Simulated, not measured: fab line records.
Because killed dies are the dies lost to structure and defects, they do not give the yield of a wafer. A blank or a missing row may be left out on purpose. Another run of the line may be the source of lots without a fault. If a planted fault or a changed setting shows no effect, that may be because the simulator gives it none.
fab line records	flow gf180mcu
[record] lots = 12	wafers = 36	last_day = 34
route steps=602 shown STI@14 HV_LDD@212 CONTACT@301
lots untouched by any fault: they come from a run of this same line in which no faults occurred
start_h: hours from the record's first day to the start of the lot's first wafer shown	wait_h: how many hours have passed since the lot's step before this one	" identical to the entry in the row above	L1.1+2: a row that stands for several wafers	- either no value or no given start	* or withheld: withheld	< > ~ a bound
route shown NAME@n: NAME is a module with steps in the file, n the number in the route of the first one	usual: mean/standard deviation of fault-free wafers	same: alike in all rows	chamber/n: place in a boat	sites: per-site readings	_std_site: standard deviation of those values	_edge_site: inner sites' mean taken away from outer sites' mean	radius_mm: for every site, how far away it sits from the centre of the wafer	mask NAME#n: copy n	behind: the tool/chamber that last shaped the wafer	hold: why the lot was held/for how many hours/how that ended	device: the transistor (n, p or np) that didn't switch	end of line: tests of these same wafers at the route's end	for a step that has no rows: nothing shown but its recipe	killed: dies lost to structure and defects at the first sort, not the wafer's yield	map: dies across one wafer; x = killed, . = not, _ = none there
set.NAME: setting as actually run; set.NAME@STEP: the setting as run at that earlier step	model.NAME: the simulator's own value behind a step, which no gauge read
steps of the route over a sample of lots; a table a step, a row a wafer
services: when a tool's chamber went out of use (start_h, in hours from the record's first day, below 0 if earlier), for how many hours, and the reason
[[steps]]
[step GF_STI_ETCH_13]
[recipe] chemistry = CHF3/O2	stop_on = Si	over_etch_frac = 0.3	target_depth_a = 2823.1	source_w = 600	bias_w = 200	pressure_mtorr = 40	chf3_flow_sccm = 50	O2_flow_sccm = 5	time_s = 112.9
[usual] chamber_pressure_mTorr = 39.99/0.039	drypump_motor_current_A = 5.6/0.37	oes_product_au = 0.829/0.0058	throttle_valve_pct = 8.809/0.0095
lot.wafer	tool	chamber	start_h	wait_h	chamber_pressure_mTorr	drypump_motor_current_A	oes_product_au	rf_hours_counter_h	throttle_valve_pct
L791.1	rie_diel-03	2	25.53	0.1	39.98	5.6	0.828	127	8.810
L791.2	"	3	"	"	39.97	5.5	0.824	94	8.799
L791.6	"	1	"	"	40.00	5.8	0.830	-	8.799
L792.4	rie_diel-03	0	30.29	0.1	40.00	5.9	0.821	-	8.799
L792.5	"	2	"	"	40.01	5.6	0.835	-	8.814
L792.6	"	1	"	"	39.95	5.8	0.830	-	8.818
L793.1	rie_diel-02	2	35.63	0.1	39.99	6.3	0.827	129	8.811
L793.2	"	1	"	"	40.00	5.2	0.829	120	8.794
L793.5	"	0	"	"	39.98	5.3	0.819	-	8.800
L794.1	rie_diel-02	3	42.20	0.1	40.00	5.5	0.837	26	8.807
L794.4	"	2	"	"	40.03	6.3	0.821	129	8.801
L794.6	"	1	"	"	40.04	5.2	0.826	-	8.823
L795.2	rie_diel-01	3	45.47	0.1	40.02	6.0	0.832	135	8.813
L795.5	"	0	"	"	40.05	5.0	0.842	-	8.820
L795.6	"	3	"	"	39.97	6.0	0.835	-	8.801
L802.4	rie_diel-03	3	82.57	0.0	40.02	5.5	0.828	96	8.809
L802.5	"	1	"	"	40.03	5.8	0.835	-	8.803
L802.6	"	2	"	"	39.96	5.6	0.833	-	8.809
L804.1	rie_diel-02	3	94.63	0.1	39.94	5.5	0.826	28	8.802
L804.2	"	1	"	"	39.99	5.2	0.831	121	8.799
L804.6	"	2	"	"	40.04	6.3	0.821	-	8.825
L807.1	rie_diel-01	0	110.55	0.1	40.02	5.0	0.834	85	8.830
L807.2	"	2	"	"	40.02	5.6	0.828	51	8.800
L807.3	"	3	"	"	40.01	6.0	0.823	137	8.796
L810.1	rie_diel-01	3	122.32	0.1	40.03	6.0	0.832	138	8.812
L810.3	"	0	"	"	39.96	5.0	0.842	85	8.812
L810.5	"	0	"	"	39.98	5.0	0.835	-	8.818
L812.1	rie_diel-01	1	136.27	0.1	40.01	6.1	0.843	2	8.817
L812.2	"	0	"	"	40.02	5.0	0.832	86	8.812
L812.6	"	0	"	"	39.99	5.0	0.829	-	8.809
L813.2	rie_diel-03	2	139.57	0.1	40.01	5.6	0.820	129	8.820
L813.4	"	0	"	"	39.96	5.9	0.830	9	8.809
L813.5	"	0	"	"	40.05	5.9	0.826	-	8.802
L814.1	rie_diel-01	1	144.38	0.1	39.95	6.1	0.826	2	8.806
L814.4	"	2	"	"	39.98	5.6	0.824	52	8.805
L814.5	"	3	"	"	40.04	6.0	0.818	-	8.825
[step GF_HV_LDD_IMPLANT_36]
[recipe] species = P	energy_kev = 60	dose_cm2 = 7.5e+12	tilt_deg = 30	rotation_deg = 270
[usual] dose_ions_cm2 = 7.501e+12/9e+09	faraday_current_uA = 42.3/0.85
lot.wafer	tool	chamber	start_h	wait_h	dose_ions_cm2	faraday_current_uA
L791.1	implanter-01	0	250.22	0.1	7.482e+12	41.3
L791.2	"	0	"	"	7.496e+12	42.7
L791.6	"	0	"	"	7.503e+12	42.8
L792.4	implanter-02	0	256.55	0.1	7.501e+12	41.8
L792.5	"	0	"	"	7.498e+12	41.7
L792.6	"	0	"	"	7.504e+12	41.8
L793.1	implanter-01	0	268.47	0.1	7.515e+12	41.6
L793.2	"	0	"	"	7.499e+12	42.7
L793.5	"	0	"	"	7.496e+12	42.5
L794.1	implanter-04	0	276.21	0.1	7.493e+12	43.0
L794.4	"	0	"	"	7.495e+12	42.4
L794.6	"	0	"	"	7.498e+12	42.7
L795.2	implanter-01	0	282.58	0.1	7.503e+12	42.4
L795.5	"	0	"	"	7.49e+12	42.9
L795.6	"	0	"	"	7.498e+12	41.1
L802.4	implanter-04	0	339.98	0.1	3.237e+12	18.4
L802.5	"	0	"	"	3.239e+12	18.5
L802.6	"	0	"	"	3.238e+12	18.3
L804.1	implanter-04	0	355.22	0.1	3.258e+12	18.4
L804.2	"	0	"	"	3.26e+12	18.3
L804.6	"	0	"	"	3.247e+12	18.7
L807.1	implanter-01	0	385.30	0.1	7.506e+12	42.0
L807.2	"	0	"	"	7.505e+12	42.3
L807.3	"	0	"	"	7.493e+12	41.5
L810.1	implanter-01	0	407.55	0.1	7.492e+12	42.3
L810.3	"	0	"	"	7.488e+12	42.1
L810.5	"	0	"	"	7.492e+12	42.4
L812.1	implanter-01	0	427.22	0.1	7.484e+12	42.1
L812.2	"	0	"	"	7.488e+12	42.0
L812.6	"	0	"	"	7.488e+12	40.7
L813.2	implanter-01	0	429.83	0.1	7.503e+12	41.6
L813.4	"	0	"	"	7.512e+12	42.0
L813.5	"	0	"	"	7.515e+12	41.2
L814.1	implanter-01	0	433.40	0.1	7.505e+12	44.1
L814.4	"	0	"	"	7.517e+12	43.5
L814.5	"	0	"	"	7.502e+12	41.4
[step GF_HV_LDD_TW_MEAS_38]
[usual] HV_LDD_3_TW = 1448/7.8
lot.wafer	tool	chamber	start_h	wait_h	HV_LDD_3_TW
L791.1	film_metro-04	-	250.47	0.1	1436
L791.2	"	-	"	"	1442
L791.6	"	-	"	"	1441
L792.4	film_metro-04	-	256.75	0.1	1445
L792.5	"	-	"	"	1448
L792.6	"	-	"	"	1439
L793.1	film_metro-02	-	268.72	0.1	1445
L793.2	"	-	"	"	1444
L793.5	"	-	"	"	1449
L794.1	film_metro-04	-	276.46	0.1	1449
L794.4	"	-	"	"	1451
L794.6	"	-	"	"	1454
L795.2	film_metro-04	-	282.81	0.1	1446
L795.5	"	-	"	"	1453
L795.6	"	-	"	"	1443
L802.4	film_metro-02	-	340.19	0.1	1361
L802.5	"	-	"	"	1371
L802.6	"	-	"	"	1372
L804.1	film_metro-03	-	355.47	0.1	1392
L804.2	"	-	"	"	1391
L804.6	"	-	"	"	1393
L807.1	film_metro-03	-	385.55	0.1	1454
L807.2	"	-	"	"	1453
L807.3	"	-	"	"	1458
L810.1	film_metro-03	-	407.80	0.1	1453
L810.3	"	-	"	"	1454
L810.5	"	-	"	"	1454
L812.1	film_metro-04	-	427.47	0.1	1451
L812.2	"	-	"	"	1449
L812.6	"	-	"	"	1444
L813.2	film_metro-03	-	430.07	0.1	1450
L813.4	"	-	"	"	1449
L813.5	"	-	"	"	1451
L814.1	film_metro-03	-	433.65	0.1	1449
L814.4	"	-	"	"	1449
L814.5	"	-	"	"	1455
[step GF_HV_LDD_RTA_52]
[recipe] temp_c = 1000	time_s = 10	ambient = N2
[usual] lamp_power_pct = 32.3/2.9	wafer_temp_C_max = 1006.4/1.3
lot.wafer	tool	chamber	start_h	wait_h	lamp_power_pct	wafer_temp_C_max
L791.1	rtp_anneal-01	0	270.53	0.0	34.8	1006.5
L791.2	"	0	"	"	34.9	1004.6
L791.6	"	0	"	"	34.8	1006.7
L792.4	rtp_anneal-01	0	276.35	0.0	34.8	1005.7
L792.5	"	0	"	"	34.8	1006.8
L792.6	"	0	"	"	34.9	1005.6
L793.1	rtp_anneal-02	0	288.87	0.0	28.8	1006.5
L793.2	"	0	"	"	28.8	1006.9
L793.5	"	0	"	"	28.9	1006.1
L794.1	rtp_anneal-02	0	296.86	0.0	28.9	1007.0
L794.4	"	0	"	"	28.9	1007.5
L794.6	"	0	"	"	28.9	1008.9
L795.2	rtp_anneal-02	0	302.49	0.0	28.8	1007.4
L795.5	"	0	"	"	28.8	1007.0
L795.6	"	0	"	"	28.9	1004.3
L802.4	rtp_anneal-01	0	362.65	0.0	34.9	1007.4
L802.5	"	0	"	"	34.9	1005.7
L802.6	"	0	"	"	34.8	1005.1
L804.1	rtp_anneal-02	0	378.11	0.0	28.9	1005.4
L804.2	"	0	"	"	28.8	1009.4
L804.6	"	0	"	"	28.9	1006.4
L807.1	rtp_anneal-01	0	409.31	0.0	34.8	1004.1
L807.2	"	0	"	"	34.9	1005.1
L807.3	"	0	"	"	34.9	1005.0
L810.1	rtp_anneal-01	0	431.68	0.0	34.9	1007.0
L810.3	"	0	"	"	34.8	1006.3
L810.5	"	0	"	"	34.8	1006.8
L812.1	rtp_anneal-01	0	452.07	0.0	34.8	1007.9
L812.2	"	0	"	"	34.8	1004.8
L812.6	"	0	"	"	34.9	1005.2
L813.2	rtp_anneal-01	0	454.84	0.0	34.9	1007.0
L813.4	"	0	"	"	34.9	1004.7
L813.5	"	0	"	"	34.8	1006.8
L814.1	rtp_anneal-01	0	458.11	0.0	34.9	1007.3
L814.4	"	0	"	"	34.8	1007.8
L814.5	"	0	"	"	34.8	1005.0
[step GF_HV_LDD_RS_MEAS_53]
[recipe] thk_meas_gauge = four-point-probe
[usual] HV_LDD_RS = 418.6/1
lot.wafer	tool	chamber	start_h	wait_h	HV_LDD_RS[ohm/sq]
L791.1	film_metro-02	-	270.60	0.1	419.1
L791.2	"	-	"	"	417.7
L791.6	"	-	"	"	418.4
L792.4	film_metro-02	-	276.44	0.1	419.1
L792.5	"	-	"	"	420.5
L792.6	"	-	"	"	419.4
L793.1	film_metro-02	-	288.93	0.1	418.5
L793.2	"	-	"	"	419.5
L793.5	"	-	"	"	419.0
L794.1	film_metro-02	-	296.93	0.1	418.2
L794.4	"	-	"	"	416.7
L794.6	"	-	"	"	417.4
L795.2	film_metro-03	-	302.57	0.1	417.5
L795.5	"	-	"	"	417.2
L795.6	"	-	"	"	417.8
L802.4	film_metro-02	-	362.74	0.1	431.6
L802.5	"	-	"	"	431.5
L802.6	"	-	"	"	431.7
L804.1	film_metro-02	-	378.18	0.1	430.0
L804.2	"	-	"	"	430.5
L804.6	"	-	"	"	431.6
L807.1	film_metro-03	-	409.38	0.1	417.5
L807.2	"	-	"	"	418.3
L807.3	"	-	"	"	418.6
L810.1	film_metro-04	-	431.75	0.1	418.4
L810.3	"	-	"	"	417.9
L810.5	"	-	"	"	417.8
L812.1	film_metro-03	-	452.13	0.1	418.6
L812.2	"	-	"	"	417.7
L812.6	"	-	"	"	417.9
L813.2	film_metro-02	-	454.91	0.1	418.3
L813.4	"	-	"	"	418.5
L813.5	"	-	"	"	418.6
L814.1	film_metro-03	-	458.18	0.1	416.3
L814.4	"	-	"	"	417.5
L814.5	"	-	"	"	417.0
[step GF_CONTACT_CD_MEAS_14]
[recipe] target_cd_nm = 220
[usual] cd_nm = 220.1/1.2
lot.wafer	tool	chamber	start_h	wait_h	cd_nm
L791.1	cd_sem-02	-	360.50	0.1	221.4
L791.2	"	-	"	"	221.2
L791.6	"	-	"	"	221.9
L792.4	cd_sem-01	-	364.71	0.1	220.1
L792.5	"	-	"	"	220.4
L792.6	"	-	"	"	219.5
L793.1	cd_sem-02	-	379.70	0.1	219.1
L793.2	"	-	"	"	219.1
L793.5	"	-	"	"	220.6
L794.1	cd_sem-02	-	389.41	0.1	219.2
L794.4	"	-	"	"	217.0
L794.6	"	-	"	"	218.8
L795.2	cd_sem-02	-	395.33	0.1	222.1
L795.5	"	-	"	"	221.2
L795.6	"	-	"	"	220.9
L802.4	cd_sem-01	-	462.37	0.1	221.4
L802.5	"	-	"	"	221.3
L802.6	"	-	"	"	220.4
L804.1	cd_sem-01	-	478.15	0.1	219.5
L804.2	"	-	"	"	219.6
L804.6	"	-	"	"	220.2
L807.1	cd_sem-01	-	511.59	0.1	221.2
L807.2	"	-	"	"	223.3
L807.3	"	-	"	"	222.0
L810.1	cd_sem-02	-	531.90	0.1	217.8
L810.3	"	-	"	"	218.8
L810.5	"	-	"	"	220.8
L812.1	cd_sem-02	-	550.00	0.1	220.8
L812.2	"	-	"	"	221.4
L812.6	"	-	"	"	220.2
L813.2	cd_sem-02	-	552.37	0.1	218.8
L813.4	"	-	"	"	219.2
L813.5	"	-	"	"	220.1
L814.1	cd_sem-02	-	557.11	0.1	219.9
L814.4	"	-	"	"	220.7
L814.5	"	-	"	"	219.5
[[services]]
tool	chamber	start_h	hours	kind
rie_diel-03	3	25.80	5.1	repair
implanter-01	-	33.94	2.3	repair
implanter-01	-	47.56	13.1	pm
rie_diel-03	1	60.00	8.7	repair
implanter-01	-	65.85	2.0	repair
rie_diel-03	2	67.44	10.0	repair
rie_diel-01	-	69.69	0.9	repair
rie_diel-02	1	74.05	3.8	repair
rie_diel-02	0	84.30	6.0	repair
rie_diel-01	0	104.54	2.5	repair
implanter-01	-	105.97	4.8	pm
rie_diel-03	-	119.39	14.6	pm
implanter-04	-	123.02	3.5	repair
rie_diel-03	-	134.09	0.8	repair
rie_diel-02	1	149.63	7.2	repair
implanter-01	-	169.00	0.6	repair
rie_diel-03	0	199.70	7.7	repair
rie_diel-01	1	233.94	5.6	repair
rie_diel-01	1	311.34	19.5	repair
implanter-01	-	331.91	0.9	repair
rie_diel-01	-	365.17	0.5	repair
rie_diel-03	1	378.15	11.9	repair
implanter-01	-	378.98	5.6	repair
rie_diel-01	1	397.65	7.4	repair
[[key]]
[first_sign] step = GF_HV_LDD_IMPLANT_36	reading = dose_ions_cm2	direction = down	sigmas = 99+	usual = 7.501e+12	struck = 3.247e+12
[effect] step = GF_HV_LDD_IMPLANT_36	reading = faraday_current_uA	direction = down	sigmas = 28	usual = 42.3	struck = 18.4
[effect] step = GF_HV_LDD_TW_MEAS_38	reading = HV_LDD_3_TW	direction = down	sigmas = 8.7	usual = 1448	struck = 1380
[effect] step = GF_HV_LDD_RS_MEAS_53	reading = HV_LDD_RS	direction = up	sigmas = 12	usual = 418.6	struck = 431.2
met_at GF_HV_LDD_IMPLANT_36
struck_lots L802,L804
tester_left_out L802,L804
not_acting_at GF_STI_ETCH_13,GF_HV_LDD_RTA_52,GF_CONTACT_CD_MEAS_14
onset_between 276.21 339.98
[fault] kind = process_parameter_drift	tool = implanter-04	chamber = -	onset_h = 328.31	steps = GF_HV_LDD_IMPLANT_36	channel = dose_cm2	offset = -4.2516e+12	shape = step	end_h = 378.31	acts_in = these_recipes_only	stated = 7.5e+12
// tester_left_out: of these lots the tester's yield and bins aren't shown, on N5 and GAA mostly nor the transistor test; their killed dies are dies lost to structure and defects alone, not to doping, threshold or leakage, so they don't give the yield
